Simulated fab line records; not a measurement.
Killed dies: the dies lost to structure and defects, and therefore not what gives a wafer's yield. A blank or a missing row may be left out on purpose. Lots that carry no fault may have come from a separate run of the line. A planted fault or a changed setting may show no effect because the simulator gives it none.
A lot that was struck, set against a sound lot || flow sky130 || 15 steps out of a route of 708
Sound: these wafers, L377.1, L377.2, L377.4. Struck: wafer L388.3. (L388.1 of the same lot was not struck and is left out.) The cause comes at the end.
For every step that has rows: the tool of each side, followed by ch and its chambers, followed by its first start. Under that, the readings that differ: sound wafers || struck wafers || difference of the means || sigmas: that difference in standard deviations of wafers without a fault.
alike: readings whose means differ by less than 2 such deviations, and words and numbers that are the same on both sides. not compared: withheld readings, readings that some wafer has no value for, bounds like >300 that may hide the same value, and numbers for which the record gives no deviation and whose values overlap.
Wherever a step has rows on one side only, a row that says differs or no value, or a row with sigmas, the two part there. When numbers do not overlap yet have no deviation, they are printed without sigmas and do not part them. A reading missing from all wafers of one side parts the sides only when that side holds two or more wafers.

first, 1 step without rows for these wafers: SKY_PWDE_IMPLANT_08.
SKY_PWDE_STRIP_09: strips in O2/N2.
  sound on plasma-asher-04 ch 0,1, day 4 20:41; struck on plasma-asher-02 ch 0, day 7 06:50
  alike: drypump-motor-current-A, oes-product-au, strip-time-to-endpoint-s
  not compared: rf-hours-counter-h
SKY_PWDE_TW_MEAS_10:
  struck on film-metro-01, day 7 06:56; sound on film-metro-01, day 4 20:47
  alike: PWDE_TW
then, 7 steps without rows for these wafers: SKY_NWELL_DEHYDRATE_03 (time 60 s); SKY_NWELL_HMDS_04 (prime time 60 s); SKY_NWELL_COAT_05 (resist thk 3000 nm); SKY_NWELL_SOFTBAKE_06; SKY_NWELL_EXPOSE_07 (exposes mask NWM, target cd 840 nm); SKY_NWELL_PEB_08; SKY_NWELL_DEVELOP_09 (develop time 60 s).
SKY_NWELL_OVL_MEAS_10:
  struck on overlay-02, day 8 02:51; sound on overlay-01, day 5 14:18
{"reading": "NWELL_00_OVL (nm)", "sound": "1.0 0.2 0.4", "struck": -2.7, "difference": -3.2, "sigmas": -2}
after that, 1 step had no rows for these wafers: SKY_NWELL_IMPLANT_11.
SKY_NWELL_IMPLANT_12:
  sound on implanter-03 ch 0, day 5 14:29; struck on implanter-03 ch 0, day 8 03:02
{"reading": "beam-on-s (s)", "sound": "9.62 9.96 10.06", "struck": 11.58, "difference": "+1.70", "sigmas": "+8"}
{"reading": "faraday-current-uA", "sound": "7.61 7.37 7.32", "struck": 6.32, "difference": -1.11, "sigmas": -8}
after that, 1 step had no rows for these wafers: SKY_NWELL_IMPLANT_13.
-- the record jumps here: 41 days lie between the struck wafers' starts before and after (it left off in module NWELL and takes up again in module PAD_OPEN, whose first step shown is number 708 of the route) --
SKY_PAD_OPEN_PROBE_99:
  struck on prober-01, day 49 07:44; sound on prober-02, day 46 23:25
{"reading": "killed_at_M4_up", "sound": "5 2 2", "struck": 8, "difference": "+5", "sigmas": "+3"}
{"reading": "killed-at-front-end", "sound": "16 10 6", "struck": 20, "difference": "+9", "sigmas": "+2"}
{"reading": "model.etest.pfet_01v8_lvt.drive-ua-um", "sound": "174.2 175.9 174", "struck": 166, "difference": -9, "sigmas": ""}
{"reading": "model.etest.pfet-g5v0d10v5.off-log10-a-um", "sound": "-12.64 -12.51 -12.61", "struck": -13.23, "difference": -0.64, "sigmas": ""}
{"reading": "model.etest.pfet_01v8_lvt.off-log10-a-um", "sound": "-9.133 -9.01 -9.139", "struck": -9.396, "difference": -0.302, "sigmas": ""}
{"reading": "model.etest.pfet-g5v0d10v5.vt-sat-v (V)", "sound": "-0.6313 -0.6289 -0.6395", "struck": -0.7266, "difference": -0.0934, "sigmas": ""}
{"reading": "model.etest.pfet_16v.vt-v (V)", "sound": "-1.099 -1.108 -1.101", "struck": -1.164, "difference": -0.061, "sigmas": ""}
{"reading": "model.etest.pfet-g5v0d10v5.vt-v (V)", "sound": "-0.8186 -0.8195 -0.8266", "struck": -0.8977, "difference": -0.0761, "sigmas": ""}
{"reading": "model.etest.pfet-g5v0d10v5.vt-long-v (V)", "sound": "-0.9268 -0.9363 -0.9258", "struck": -0.9828, "difference": -0.0532, "sigmas": ""}
{"reading": "model.etest.pfet_01v8_lvt.vt-sat-v (V)", "sound": "-0.4637 -0.4547 -0.4585", "struck": -0.4897, "difference": -0.0307, "sigmas": ""}
  alike: killed_at_M0_to_M3, killed-at-contacts, killed-at-other, killed-dies, killed-open, killed-short

== WHERE THEY PART ==
At SKY_NWELL_OVL_MEAS_10 first; at SKY_PAD_OPEN_PROBE_99 last (within this record only).

WHY: what had been put in by the simulator
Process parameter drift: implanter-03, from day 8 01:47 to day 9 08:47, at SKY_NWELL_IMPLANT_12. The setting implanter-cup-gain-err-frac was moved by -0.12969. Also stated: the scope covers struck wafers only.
